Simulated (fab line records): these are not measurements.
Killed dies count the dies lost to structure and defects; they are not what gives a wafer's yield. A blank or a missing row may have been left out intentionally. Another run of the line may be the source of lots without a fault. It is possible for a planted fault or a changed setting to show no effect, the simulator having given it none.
fab line records ; flow gf180mcu
[record] lots = 24; wafers = 72; last_day = 34
route steps=602 shown V1@349 M4@461 V4@497 V5@542 TOP_METAL@570
lots untouched by any fault: they come from a run of this same line in which no faults occurred
start_h: the number of hours between the record's first day and the start of the first shown wafer of the lot ; wait_h: hours elapsed since this lot's preceding step ; " unchanged from the row above ; L1.1+2: a single row standing in for several wafers ; - no value present, or no start provided ; * or withheld: withheld ; < > ~ a bound
route shown NAME@n: NAME is a module with steps in the file, n the number in the route of the first one ; usual: mean and standard deviation over wafers with no fault ; same: alike in all rows ; chamber/n: place in a boat ; sites: each site's reading ; _std_site: standard deviation of those values ; _edge_site: outer sites' mean less inner sites' ; radius_mm: how far each site lies from the wafer's centre ; mask NAME#n: copy n ; behind: tool/chamber where the wafer was last shaped ; hold: why the lot was held/for how many hours/how that ended ; device: the n, p or np transistor that did not switch ; end of line: the tests these same wafers got at the end of their route ; step lacking rows: just its recipe ; killed: not the wafer's yield, but the dies lost to structure and defects at the first sort ; map: dies across one wafer; x = killed, . = not, _ = none there
set.NAME: the setting as run; set.NAME@STEP: as run at that earlier step ; model.NAME: the simulator's own value behind a step, which no gauge read
one table for each step of the route and one row for each wafer, over a sample of lots
services: the hour from which a tool's chamber was out of use, counted from the record's first day as start_h (under 0 if before that day), plus the number of hours and why
[[steps]]
[step GF_V1_CD_MEAS_14]
[recipe] target_cd_nm = 260
[usual] cd_nm = 260.1/1.2
lot.wafer;tool;chamber;start_h;wait_h;cd_nm
L074.1;cd_sem-02;-;420.26;0.1;258.2
L074.3;cd_sem-02;-;420.26;0.1;258.5
L074.5;cd_sem-02;-;420.26;0.1;259.2
L075.2;cd_sem-02;-;424.82;0.1;259.4
L075.3;cd_sem-02;-;424.82;0.1;259.8
L075.6;cd_sem-02;-;424.82;0.1;259.8
L077.2;cd_sem-02;-;433.68;0.1;259.8
L077.3;cd_sem-02;-;433.68;0.1;259.1
L077.5;cd_sem-02;-;433.68;0.1;259.7
L076.2;cd_sem-02;-;437.23;0.1;261.4
L076.3;cd_sem-02;-;437.23;0.1;261.6
L076.5;cd_sem-02;-;437.23;0.1;261.3
L078.1;cd_sem-01;-;450.95;0.1;258.4
L078.2;cd_sem-01;-;450.95;0.1;259.1
L078.5;cd_sem-01;-;450.95;0.1;259.4
L079.3;cd_sem-01;-;458.39;0.1;260.4
L079.5;cd_sem-01;-;458.39;0.1;261.5
L079.6;cd_sem-01;-;458.39;0.1;259.3
L080.4;cd_sem-02;-;470.40;0.1;259.2
L080.5;cd_sem-02;-;470.40;0.1;259.3
L080.6;cd_sem-02;-;470.40;0.1;259.3
L081.1;cd_sem-01;-;476.34;0.1;259.1
L081.2;cd_sem-01;-;476.34;0.1;259.8
L081.3;cd_sem-01;-;476.34;0.1;258.8
L082.2;cd_sem-02;-;491.62;0.1;261.4
L082.3;cd_sem-02;-;491.62;0.1;260.4
L082.6;cd_sem-02;-;491.62;0.1;261.5
L083.4;cd_sem-01;-;499.70;0.1;258.8
L083.5;cd_sem-01;-;499.70;0.1;260.3
L083.6;cd_sem-01;-;499.70;0.1;259.8
L084.1;cd_sem-01;-;503.95;0.1;260.2
L084.4;cd_sem-01;-;503.95;0.1;259.7
L084.5;cd_sem-01;-;503.95;0.1;259.4
L085.1;cd_sem-02;-;515.20;0.1;261.4
L085.4;cd_sem-02;-;515.20;0.1;261.0
L085.6;cd_sem-02;-;515.20;0.1;259.4
L086.1;cd_sem-01;-;523.80;0.1;260.1
L086.2;cd_sem-01;-;523.80;0.1;260.4
L086.3;cd_sem-01;-;523.80;0.1;259.0
L087.3;cd_sem-01;-;534.69;0.1;261.4
L087.5;cd_sem-01;-;534.69;0.1;261.2
L087.6;cd_sem-01;-;534.69;0.1;260.3
L089.2;cd_sem-02;-;550.82;0.1;259.7
L089.4;cd_sem-02;-;550.82;0.1;261.7
L089.6;cd_sem-02;-;550.82;0.1;261.7
L088.2;cd_sem-02;-;551.52;0.1;262.6
L088.4;cd_sem-02;-;551.52;0.1;262.0
L088.5;cd_sem-02;-;551.52;0.1;261.6
L091.2;cd_sem-02;-;565.32;0.1;260.6
L091.3;cd_sem-02;-;565.32;0.1;260.1
L091.4;cd_sem-02;-;565.32;0.1;259.5
L090.1;cd_sem-01;-;566.69;0.1;257.7
L090.2;cd_sem-01;-;566.69;0.1;257.2
L090.3;cd_sem-01;-;566.69;0.1;256.7
L092.3;cd_sem-01;-;576.78;0.1;260.1
L092.5;cd_sem-01;-;576.78;0.1;259.9
L092.6;cd_sem-01;-;576.78;0.1;258.5
L093.2;cd_sem-02;-;586.27;0.1;259.4
L093.3;cd_sem-02;-;586.27;0.1;260.9
L093.6;cd_sem-02;-;586.27;0.1;260.6
L095.1;cd_sem-01;-;587.65;0.1;260.9
L095.3;cd_sem-01;-;587.65;0.1;261.6
L095.5;cd_sem-01;-;587.65;0.1;261.1
L094.1;cd_sem-01;-;590.10;0.1;259.2
L094.3;cd_sem-01;-;590.10;0.1;259.4
L094.5;cd_sem-01;-;590.10;0.1;259.6
L096.1;cd_sem-01;-;601.49;0.1;258.6
L096.3;cd_sem-01;-;601.49;0.1;260.6
L096.5;cd_sem-01;-;601.49;0.1;260.5
L097.2;cd_sem-02;-;609.96;0.1;261.1
L097.3;cd_sem-02;-;609.96;0.1;262.9
L097.5;cd_sem-02;-;609.96;0.1;260.3
[step GF_M4_RS_MEAS_05]
[recipe] thk_meas_gauge = four-point-probe; reads = TiN_of_M4_SPUTTER_04+Ti_of_M4_SPUTTER_03+AlCu_of_M4_SPUTTER_02+TiN_of_M4_SPUTTER_01+Ti_of_M4_SPUTTER_00
[usual] M4_ALCU_RS = 0.0693/0.0008
lot.wafer;tool;chamber;start_h;wait_h;M4_ALCU_RS[ohm/sq]
L074.1;film_metro-03;-;523.72;0.0;0.0683
L074.3;film_metro-03;-;523.72;0.0;0.0697
L074.5;film_metro-03;-;523.72;0.0;0.0699
L075.2;film_metro-03;-;534.41;0.0;0.0707
L075.3;film_metro-03;-;534.41;0.0;0.0703
L075.6;film_metro-03;-;534.41;0.0;0.0697
L077.2;film_metro-01;-;536.29;0.0;0.0687
L077.3;film_metro-01;-;536.29;0.0;0.0692
L077.5;film_metro-01;-;536.29;0.0;0.0697
L076.2;film_metro-01;-;539.91;0.0;0.0696
L076.3;film_metro-01;-;539.91;0.0;0.0692
L076.5;film_metro-01;-;539.91;0.0;0.0690
L078.1;film_metro-04;-;552.88;0.0;0.0699
L078.2;film_metro-04;-;552.88;0.0;0.0697
L078.5;film_metro-04;-;552.88;0.0;0.0691
L079.3;film_metro-03;-;557.66;0.1;0.0680
L079.5;film_metro-03;-;557.66;0.1;0.0693
L079.6;film_metro-03;-;557.66;0.1;0.0682
L080.4;film_metro-03;-;570.96;0.1;0.0685
L080.5;film_metro-03;-;570.96;0.1;0.0677
L080.6;film_metro-03;-;570.96;0.1;0.0689
L081.1;film_metro-03;-;575.12;0.0;0.0708
L081.2;film_metro-03;-;575.12;0.0;0.0702
L081.3;film_metro-03;-;575.12;0.0;0.0701
L082.2;film_metro-03;-;590.19;0.0;0.0692
L082.3;film_metro-03;-;590.19;0.0;0.0699
L082.6;film_metro-03;-;590.19;0.0;0.0696
L083.4;film_metro-03;-;597.69;0.1;0.0706
L083.5;film_metro-03;-;597.69;0.1;0.0698
L083.6;film_metro-03;-;597.69;0.1;0.0694
L084.1;film_metro-01;-;602.94;0.0;0.0700
L084.4;film_metro-01;-;602.94;0.0;0.0692
L084.5;film_metro-01;-;602.94;0.0;0.0702
L085.1;film_metro-04;-;612.02;0.0;0.0699
L085.4;film_metro-04;-;612.02;0.0;0.0691
L085.6;film_metro-04;-;612.02;0.0;0.0698
L086.1;film_metro-03;-;618.73;0.0;0.0691
L086.2;film_metro-03;-;618.73;0.0;0.0699
L086.3;film_metro-03;-;618.73;0.0;0.0698
L087.3;film_metro-01;-;629.62;0.1;0.0707
L087.5;film_metro-01;-;629.62;0.1;0.0693
L087.6;film_metro-01;-;629.62;0.1;0.0707
L089.2;film_metro-03;-;643.51;0.0;0.0685
L089.4;film_metro-03;-;643.51;0.0;0.0688
L089.6;film_metro-03;-;643.51;0.0;0.0692
L088.2;film_metro-03;-;644.88;0.0;0.0688
L088.4;film_metro-03;-;644.88;0.0;0.0692
L088.5;film_metro-03;-;644.88;0.0;0.0682
L091.2;film_metro-01;-;656.70;0.0;0.0685
L091.3;film_metro-01;-;656.70;0.0;0.0692
L091.4;film_metro-01;-;656.70;0.0;0.0689
L090.1;film_metro-03;-;658.53;0.0;0.0687
L090.2;film_metro-03;-;658.53;0.0;0.0693
L090.3;film_metro-03;-;658.53;0.0;0.0682
L092.3;film_metro-03;-;667.86;0.1;0.0686
L092.5;film_metro-03;-;667.86;0.1;0.0669
L092.6;film_metro-03;-;667.86;0.1;0.0681
L093.2;film_metro-04;-;675.29;0.0;0.0683
L093.3;film_metro-04;-;675.29;0.0;0.0696
L093.6;film_metro-04;-;675.29;0.0;0.0687
L095.1;film_metro-01;-;678.23;0.0;0.0675
L095.3;film_metro-01;-;678.23;0.0;0.0674
L095.5;film_metro-01;-;678.23;0.0;0.0687
L094.1;film_metro-04;-;679.10;0.0;0.0702
L094.3;film_metro-04;-;679.10;0.0;0.0699
L094.5;film_metro-04;-;679.10;0.0;0.0698
L096.1;film_metro-03;-;689.17;0.0;0.0689
L096.3;film_metro-03;-;689.17;0.0;0.0699
L096.5;film_metro-03;-;689.17;0.0;0.0695
L097.2;film_metro-03;-;696.88;0.0;0.0699
L097.3;film_metro-03;-;696.88;0.0;0.0700
L097.5;film_metro-03;-;696.88;0.0;0.0699
[step GF_M4_CD_MEAS_14]
[recipe] target_cd_nm = 280
[usual] cd_nm = 280.1/1.2
lot.wafer;tool;chamber;start_h;wait_h;cd_nm
L074.1;cd_sem-02;-;546.15;0.1;278.1
L074.3;cd_sem-02;-;546.15;0.1;278.0
L074.5;cd_sem-02;-;546.15;0.1;278.3
L075.2;cd_sem-01;-;556.77;0.1;277.7
L075.3;cd_sem-01;-;556.77;0.1;278.4
L075.6;cd_sem-01;-;556.77;0.1;278.3
L077.2;cd_sem-01;-;558.51;0.1;278.3
L077.3;cd_sem-01;-;558.51;0.1;278.0
L077.5;cd_sem-01;-;558.51;0.1;278.7
L076.2;cd_sem-02;-;562.67;0.1;281.4
L076.3;cd_sem-02;-;562.67;0.1;278.2
L076.5;cd_sem-02;-;562.67;0.1;279.6
L078.1;cd_sem-01;-;574.65;0.1;282.7
L078.2;cd_sem-01;-;574.65;0.1;282.3
L078.5;cd_sem-01;-;574.65;0.1;281.2
L079.3;cd_sem-01;-;580.09;0.1;279.8
L079.5;cd_sem-01;-;580.09;0.1;280.8
L079.6;cd_sem-01;-;580.09;0.1;280.3
L080.4;cd_sem-01;-;593.05;0.1;281.8
L080.5;cd_sem-01;-;593.05;0.1;280.5
L080.6;cd_sem-01;-;593.05;0.1;280.6
L081.1;cd_sem-02;-;596.34;0.1;280.5
L081.2;cd_sem-02;-;596.34;0.1;282.1
L081.3;cd_sem-02;-;596.34;0.1;280.6
L082.2;cd_sem-02;-;611.26;0.1;278.9
L082.3;cd_sem-02;-;611.26;0.1;279.0
L082.6;cd_sem-02;-;611.26;0.1;279.0
L083.4;cd_sem-02;-;618.61;0.1;281.0
L083.5;cd_sem-02;-;618.61;0.1;279.8
L083.6;cd_sem-02;-;618.61;0.1;279.3
L084.1;cd_sem-02;-;624.00;0.1;279.7
L084.4;cd_sem-02;-;624.00;0.1;279.5
L084.5;cd_sem-02;-;624.00;0.1;278.4
L085.1;cd_sem-01;-;632.44;0.1;279.4
L085.4;cd_sem-01;-;632.44;0.1;279.3
L085.6;cd_sem-01;-;632.44;0.1;279.2
L086.1;cd_sem-01;-;639.14;0.1;281.8
L086.2;cd_sem-01;-;639.14;0.1;281.7
L086.3;cd_sem-01;-;639.14;0.1;281.4
L087.3;cd_sem-02;-;650.04;0.1;281.8
L087.5;cd_sem-02;-;650.04;0.1;282.1
L087.6;cd_sem-02;-;650.04;0.1;281.0
L089.2;cd_sem-02;-;662.82;0.1;279.4
L089.4;cd_sem-02;-;662.82;0.1;280.7
L089.6;cd_sem-02;-;662.82;0.1;280.4
L088.2;cd_sem-02;-;664.57;0.1;280.7
L088.4;cd_sem-02;-;664.57;0.1;281.5
L088.5;cd_sem-02;-;664.57;0.1;280.7
L091.2;cd_sem-01;-;676.26;0.1;279.5
L091.3;cd_sem-01;-;676.26;0.1;280.5
L091.4;cd_sem-01;-;676.26;0.1;281.4
L090.1;cd_sem-01;-;677.75;0.1;281.0
L090.2;cd_sem-01;-;677.75;0.1;279.2
L090.3;cd_sem-01;-;677.75;0.1;280.7
L092.3;cd_sem-02;-;687.08;0.1;282.1
L092.5;cd_sem-02;-;687.08;0.1;281.2
L092.6;cd_sem-02;-;687.08;0.1;281.3
L093.2;cd_sem-01;-;693.81;0.1;279.8
L093.3;cd_sem-01;-;693.81;0.1;281.2
L093.6;cd_sem-01;-;693.81;0.1;280.0
L095.1;cd_sem-01;-;696.89;0.1;280.2
L095.3;cd_sem-01;-;696.89;0.1;279.3
L095.5;cd_sem-01;-;696.89;0.1;278.3
L094.1;cd_sem-02;-;698.39;0.1;279.7
L094.3;cd_sem-02;-;698.39;0.1;279.7
L094.5;cd_sem-02;-;698.39;0.1;280.4
L096.1;cd_sem-02;-;707.35;0.1;282.0
L096.3;cd_sem-02;-;707.35;0.1;281.1
L096.5;cd_sem-02;-;707.35;0.1;280.7
L097.2;cd_sem-02;-;714.91;0.1;279.6
L097.3;cd_sem-02;-;714.91;0.1;279.5
L097.5;cd_sem-02;-;714.91;0.1;279.7
[step GF_V4_SPUTTER_21]
[recipe] material = Ti; target_thk_nm = 15; chamber_pressure_pa = 5; power_w = 2500; substrate_temp_c = 200; time_s = 80.02
[usual] cathode_dc_power_W = 2500.0/0.43; throttle_valve_pct = 29.5/1.2
lot.wafer;tool;chamber;start_h;wait_h;cathode_dc_power_W;throttle_valve_pct
L074.1;pvd_sputter-04;-;570.90;0.0;2499.5;29.0
L074.3;pvd_sputter-04;-;570.90;0.0;2498.9;29.6
L074.5;pvd_sputter-04;-;570.90;0.0;2499.6;28.2
L075.2;pvd_sputter-04;-;581.37;0.0;2500.1;29.4
L075.3;pvd_sputter-04;-;581.37;0.0;2499.7;28.0
L075.6;pvd_sputter-04;-;581.37;0.0;2500.1;29.4
L077.2;pvd_sputter-04;-;582.77;0.0;2501.2;29.0
L077.3;pvd_sputter-04;-;582.77;0.0;2499.9;27.9
L077.5;pvd_sputter-04;-;582.77;0.0;2500.2;28.9
L076.2;pvd_sputter-04;-;586.51;0.0;2500.2;29.4
L076.3;pvd_sputter-04;-;586.51;0.0;2500.2;28.3
L076.5;pvd_sputter-04;-;586.51;0.0;2500.0;28.8
L078.1;pvd_sputter-02;-;598.23;0.0;2499.7;29.4
L078.2;pvd_sputter-02;-;598.23;0.0;2500.1;28.3
L078.5;pvd_sputter-02;-;598.23;0.0;2499.2;31.3
L079.3;pvd_sputter-02;-;603.91;0.0;2500.6;28.7
L079.5;pvd_sputter-02;-;603.91;0.0;2499.7;28.5
L079.6;pvd_sputter-02;-;603.91;0.0;2500.3;29.2
L080.4;pvd_sputter-01;-;616.90;0.0;2500.2;30.7
L080.5;pvd_sputter-01;-;616.90;0.0;2499.8;31.6
L080.6;pvd_sputter-01;-;616.90;0.0;2500.1;29.1
L081.1;pvd_sputter-04;-;619.61;0.0;2500.4;29.1
L081.2;pvd_sputter-04;-;619.61;0.0;2500.0;29.0
L081.3;pvd_sputter-04;-;619.61;0.0;2499.2;29.6
L082.2;pvd_sputter-02;-;634.47;0.0;2500.7;29.2
L082.3;pvd_sputter-02;-;634.47;0.0;2500.3;30.7
L082.6;pvd_sputter-02;-;634.47;0.0;2499.9;28.5
L083.4;pvd_sputter-04;-;641.16;0.0;2500.4;29.6
L083.5;pvd_sputter-04;-;641.16;0.0;2499.2;29.7
L083.6;pvd_sputter-04;-;641.16;0.0;2499.8;28.9
L084.1;pvd_sputter-04;-;646.41;0.0;2500.0;28.7
L084.4;pvd_sputter-04;-;646.41;0.0;2500.1;29.9
L084.5;pvd_sputter-04;-;646.41;0.0;2499.7;29.0
L085.1;pvd_sputter-01;-;655.42;0.0;2499.9;29.0
L085.4;pvd_sputter-01;-;655.42;0.0;2499.7;28.3
L085.6;pvd_sputter-01;-;655.42;0.0;2499.3;28.9
L086.1;pvd_sputter-04;-;661.71;0.0;2500.5;29.6
L086.2;pvd_sputter-04;-;661.71;0.0;2499.5;28.7
L086.3;pvd_sputter-04;-;661.71;0.0;2500.1;28.9
L087.3;pvd_sputter-04;-;672.37;0.0;2500.2;28.0
L087.5;pvd_sputter-04;-;672.37;0.0;2499.4;28.9
L087.6;pvd_sputter-04;-;672.37;0.0;2500.5;29.0
L089.2;pvd_sputter-01;-;684.26;0.0;2499.7;31.5
L089.4;pvd_sputter-01;-;684.26;0.0;2500.6;30.4
L089.6;pvd_sputter-01;-;684.26;0.0;2500.2;30.8
L088.2;pvd_sputter-01;-;686.26;0.0;2500.3;30.9
L088.4;pvd_sputter-01;-;686.26;0.0;2499.5;28.2
L088.5;pvd_sputter-01;-;686.26;0.0;2500.0;31.6
L091.2;pvd_sputter-01;-;697.51;0.0;2500.3;30.7
L091.3;pvd_sputter-01;-;697.51;0.0;2499.6;27.9
L091.4;pvd_sputter-01;-;697.51;0.0;2500.2;29.0
L090.1;pvd_sputter-01;-;699.39;0.0;2500.1;30.6
L090.2;pvd_sputter-01;-;699.39;0.0;2500.4;31.8
L090.3;pvd_sputter-01;-;699.39;0.0;2499.3;28.9
L092.3;pvd_sputter-01;-;708.17;0.0;2499.7;28.0
L092.5;pvd_sputter-01;-;708.17;0.0;2499.7;31.6
L092.6;pvd_sputter-01;-;708.17;0.0;2499.9;28.2
L093.2;pvd_sputter-02;-;714.17;0.0;2500.3;28.4
L093.3;pvd_sputter-02;-;714.17;0.0;2499.6;29.2
L093.6;pvd_sputter-02;-;714.17;0.0;2500.2;31.2
L095.1;pvd_sputter-01;-;716.96;0.0;2499.8;31.6
L095.3;pvd_sputter-01;-;716.96;0.0;2500.0;28.9
L095.5;pvd_sputter-01;-;716.96;0.0;2500.6;31.7
L094.1;pvd_sputter-01;-;718.87;0.0;2500.8;30.9
L094.3;pvd_sputter-01;-;718.87;0.0;2499.5;28.4
L094.5;pvd_sputter-01;-;718.87;0.0;2500.2;31.4
L096.1;pvd_sputter-02;-;727.82;0.0;2500.1;29.5
L096.3;pvd_sputter-02;-;727.82;0.0;2499.6;28.4
L096.5;pvd_sputter-02;-;727.82;0.0;2499.9;31.0
L097.2;pvd_sputter-02;-;734.28;0.0;2500.6;31.3
L097.3;pvd_sputter-02;-;734.28;0.0;2499.5;28.7
L097.5;pvd_sputter-02;-;734.28;0.0;2499.4;29.0
[step GF_V5_CVD_02]
[recipe] material = SiO2; target_thk_nm = 1450; precursor = TEOS; temp_c = 400; time_s = 163.28; rf_w = 600
[usual] heater_power_w = 606/65
lot.wafer;tool;chamber;start_h;wait_h;heater_power_w
L074.1;pecvd-01;0;616.98;0.1;624
L074.3;pecvd-01;2;616.98;0.1;698
L074.5;pecvd-01;1;616.98;0.1;513
L075.2;pecvd-03;0;626.05;0.0;599
L075.3;pecvd-03;2;626.05;0.0;606
L075.6;pecvd-03;0;626.05;0.0;633
L077.2;pecvd-01;1;626.70;0.0;625
L077.3;pecvd-01;0;626.70;0.0;563
L077.5;pecvd-01;1;626.70;0.0;521
L076.2;pecvd-03;0;630.65;0.0;549
L076.3;pecvd-03;2;630.65;0.0;559
L076.5;pecvd-03;2;630.65;0.0;650
L078.1;pecvd-01;2;641.76;0.1;659
L078.2;pecvd-01;1;641.76;0.1;636
L078.5;pecvd-01;2;641.76;0.1;728
L079.3;pecvd-03;2;647.36;0.0;675
L079.5;pecvd-03;2;647.36;0.0;548
L079.6;pecvd-03;0;647.36;0.0;660
L080.4;pecvd-01;0;659.49;0.1;522
L080.5;pecvd-01;2;659.49;0.1;592
L080.6;pecvd-01;1;659.49;0.1;620
L081.1;pecvd-03;1;662.90;0.1;558
L081.2;pecvd-03;0;662.90;0.1;591
L081.3;pecvd-03;2;662.90;0.1;592
L082.2;pecvd-03;2;676.50;0.0;671
L082.3;pecvd-03;0;676.50;0.0;593
L082.6;pecvd-03;0;676.50;0.0;675
L083.4;pecvd-04;2;683.10;0.1;473
L083.5;pecvd-04;0;683.10;0.1;569
L083.6;pecvd-04;1;683.10;0.1;551
L084.1;pecvd-04;2;687.16;0.1;491
L084.4;pecvd-04;1;687.16;0.1;551
L084.5;pecvd-04;2;687.16;0.1;581
L085.1;pecvd-01;1;696.60;0.1;623
L085.4;pecvd-01;2;696.60;0.1;691
L085.6;pecvd-01;1;696.60;0.1;521
L086.1;pecvd-03;0;702.51;0.1;673
L086.2;pecvd-03;2;702.51;0.1;634
L086.3;pecvd-03;1;702.51;0.1;661
L087.3;pecvd-04;2;712.00;0.0;569
L087.5;pecvd-04;2;712.00;0.0;465
L087.6;pecvd-04;1;712.00;0.0;549
L089.2;pecvd-03;1;722.84;0.0;538
L089.4;pecvd-03;2;722.84;0.0;541
L089.6;pecvd-03;0;722.84;0.0;538
L088.2;pecvd-01;2;724.65;0.0;598
L088.4;pecvd-01;1;724.65;0.0;512
L088.5;pecvd-01;2;724.65;0.0;708
L091.2;pecvd-01;2;734.24;0.0;659
L091.3;pecvd-01;0;734.24;0.0;603
L091.4;pecvd-01;2;734.24;0.0;722
L090.1;pecvd-01;2;736.15;0.1;637
L090.2;pecvd-01;1;736.15;0.1;646
L090.3;pecvd-01;0;736.15;0.1;570
L092.3;pecvd-04;1;745.60;0.0;653
L092.5;pecvd-04;2;745.60;0.0;587
L092.6;pecvd-04;0;745.60;0.0;561
L093.2;pecvd-03;2;750.72;0.0;591
L093.3;pecvd-03;0;750.72;0.0;652
L093.6;pecvd-03;2;750.72;0.0;676
L095.1;pecvd-03;1;753.25;0.1;633
L095.3;pecvd-03;0;753.25;0.1;659
L095.5;pecvd-03;1;753.25;0.1;501
L094.1;pecvd-01;0;755.52;0.1;544
L094.3;pecvd-01;1;755.52;0.1;663
L094.5;pecvd-01;1;755.52;0.1;534
L096.1;pecvd-04;0;763.41;0.1;623
L096.3;pecvd-04;1;763.41;0.1;664
L096.5;pecvd-04;0;763.41;0.1;677
L097.2;pecvd-04;2;769.94;0.0;508
L097.3;pecvd-04;1;769.94;0.0;685
L097.5;pecvd-04;1;769.94;0.0;542
[step GF_TOP_METAL_SPUTTER_03]
[recipe] material = Ti; target_thk_nm = 5; substrate_temp_c = 300; chamber_pressure_pa = 0.3; power_w = 3000; time_s = 3.3
[usual] cathode_dc_power_W = 3000.0/0.54; throttle_valve_pct = 29.8/1
lot.wafer;tool;chamber;start_h;wait_h;cathode_dc_power_W;throttle_valve_pct
L074.1;pvd_sputter-02;-;639.94;0.0;3000.0;30.7
L074.3;pvd_sputter-02;-;639.94;0.0;3000.3;31.6
L074.5;pvd_sputter-02;-;639.94;0.0;2999.5;31.7
L075.2;pvd_sputter-02;-;648.30;0.0;2999.4;29.1
L075.3;pvd_sputter-02;-;648.30;0.0;3000.3;30.6
L075.6;pvd_sputter-02;-;648.30;0.0;3000.7;31.3
L077.2;pvd_sputter-03;-;649.58;0.0;2999.8;29.8
L077.3;pvd_sputter-03;-;649.58;0.0;3000.2;29.8
L077.5;pvd_sputter-03;-;649.58;0.0;2999.7;29.9
L076.2;pvd_sputter-01;-;653.90;0.0;2999.4;31.6
L076.3;pvd_sputter-01;-;653.90;0.0;2999.8;28.3
L076.5;pvd_sputter-01;-;653.90;0.0;2999.5;28.8
L078.1;pvd_sputter-03;-;664.30;0.0;3000.8;30.0
L078.2;pvd_sputter-03;-;664.30;0.0;3000.4;28.3
L078.5;pvd_sputter-03;-;664.30;0.0;2999.9;28.7
L079.3;pvd_sputter-01;-;668.75;0.0;3000.1;28.4
L079.5;pvd_sputter-01;-;668.75;0.0;2999.4;31.8
L079.6;pvd_sputter-01;-;668.75;0.0;3000.1;28.2
L080.4;pvd_sputter-02;-;680.93;0.0;3000.0;31.4
L080.5;pvd_sputter-02;-;680.93;0.0;2999.8;31.4
L080.6;pvd_sputter-02;-;680.93;0.0;2999.8;29.3
L081.1;pvd_sputter-02;-;684.18;0.0;3000.9;28.6
L081.2;pvd_sputter-02;-;684.18;0.0;3000.7;30.5
L081.3;pvd_sputter-02;-;684.18;0.0;3000.6;29.2
L082.2;pvd_sputter-02;-;698.25;0.0;2998.8;31.4
L082.3;pvd_sputter-02;-;698.25;0.0;3000.3;30.8
L082.6;pvd_sputter-02;-;698.25;0.0;3000.3;30.9
L083.4;pvd_sputter-02;-;704.43;0.0;3000.0;29.5
L083.5;pvd_sputter-02;-;704.43;0.0;3000.1;29.3
L083.6;pvd_sputter-02;-;704.43;0.0;3000.8;28.4
L084.1;pvd_sputter-03;-;708.13;0.0;3000.4;29.9
L084.4;pvd_sputter-03;-;708.13;0.0;2999.9;29.8
L084.5;pvd_sputter-03;-;708.13;0.0;2999.6;29.7
L085.1;pvd_sputter-03;-;717.06;0.0;2999.7;29.8
L085.4;pvd_sputter-03;-;717.06;0.0;3000.0;29.9
L085.6;pvd_sputter-03;-;717.06;0.0;3000.0;28.5
L086.1;pvd_sputter-03;-;722.45;0.0;2999.4;30.0
L086.2;pvd_sputter-03;-;722.45;0.0;2999.7;28.6
L086.3;pvd_sputter-03;-;722.45;0.0;3000.0;29.9
L087.3;pvd_sputter-02;-;731.43;0.0;3000.0;28.5
L087.5;pvd_sputter-02;-;731.43;0.0;2999.4;29.4
L087.6;pvd_sputter-02;-;731.43;0.0;2999.9;28.5
L089.2;pvd_sputter-03;-;742.40;0.0;2999.4;30.0
L089.4;pvd_sputter-03;-;742.40;0.0;3000.0;29.9
L089.6;pvd_sputter-03;-;742.40;0.0;3000.2;28.7
L088.2;pvd_sputter-03;-;744.03;0.0;2999.9;29.9
L088.4;pvd_sputter-03;-;744.03;0.0;3000.6;29.9
L088.5;pvd_sputter-03;-;744.03;0.0;2999.2;29.9
L091.2;pvd_sputter-03;-;752.90;0.0;3000.9;29.8
L091.3;pvd_sputter-03;-;752.90;0.0;2999.2;29.9
L091.4;pvd_sputter-03;-;752.90;0.0;2999.7;29.8
L090.1;pvd_sputter-02;-;754.50;0.0;2999.8;30.7
L090.2;pvd_sputter-02;-;754.50;0.0;2999.4;28.2
L090.3;pvd_sputter-02;-;754.50;0.0;3000.1;29.1
L092.3;pvd_sputter-03;-;764.89;0.0;3000.4;29.8
L092.5;pvd_sputter-03;-;764.89;0.0;2999.3;28.7
L092.6;pvd_sputter-03;-;764.89;0.0;3000.2;30.1
L093.2;pvd_sputter-01;-;769.19;0.0;2999.2;28.0
L093.3;pvd_sputter-01;-;769.19;0.0;2999.9;28.9
L093.6;pvd_sputter-01;-;769.19;0.0;3000.2;28.0
L095.1;pvd_sputter-02;-;771.80;0.0;3001.0;30.6
L095.3;pvd_sputter-02;-;771.80;0.0;3000.1;29.1
L095.5;pvd_sputter-02;-;771.80;0.0;3000.7;31.3
L094.1;pvd_sputter-02;-;773.52;0.0;2999.8;31.2
L094.3;pvd_sputter-02;-;773.52;0.0;3000.1;30.7
L094.5;pvd_sputter-02;-;773.52;0.0;3000.1;30.6
L096.1;pvd_sputter-03;-;781.77;0.0;3000.7;28.7
L096.3;pvd_sputter-03;-;781.77;0.0;2999.7;29.7
L096.5;pvd_sputter-03;-;781.77;0.0;2999.5;28.5
L097.2;pvd_sputter-03;-;787.04;0.0;3001.4;29.9
L097.3;pvd_sputter-03;-;787.04;0.0;3000.3;28.6
L097.5;pvd_sputter-03;-;787.04;0.0;2999.1;28.4
[[services]]
tool;chamber;start_h;hours;kind
pvd_sputter-02;2;552.53;-;consumable_replace:kit
pvd_sputter-02;2;552.53;18.0;scheduled_down
pvd_sputter-02;2;552.53;18.0;vent_cycle
pvd_sputter-01;2;568.46;-;consumable_replace:kit
pvd_sputter-01;-;580.42;7.6;repair
pecvd-03;-;591.12;14.0;pm
pecvd-03;0;594.80;24.2;repair
pvd_sputter-03;-;599.17;2.7;repair
pecvd-01;2;605.31;6.3;repair
pecvd-03;0;638.83;5.7;repair
pecvd-01;-;686.19;0.5;repair
pvd_sputter-01;-;690.27;3.1;repair
pvd_sputter-02;-;695.77;1.9;repair
pvd_sputter-02;1;704.47;-;consumable_replace:kit
pvd_sputter-02;1;704.47;18.0;scheduled_down
pvd_sputter-02;1;704.47;18.0;vent_cycle
pecvd-01;-;712.92;1.3;repair
pvd_sputter-01;-;712.98;2.2;repair
pvd_sputter-04;-;716.38;0.7;repair
pecvd-04;-;720.69;4.3;repair
pvd_sputter-01;-;722.39;36.2;repair
pvd_sputter-02;-;779.83;1.4;repair
pvd_sputter-04;-;782.63;7.4;repair
pvd_sputter-01;-;783.51;6.0;repair
[[key]]
fault none
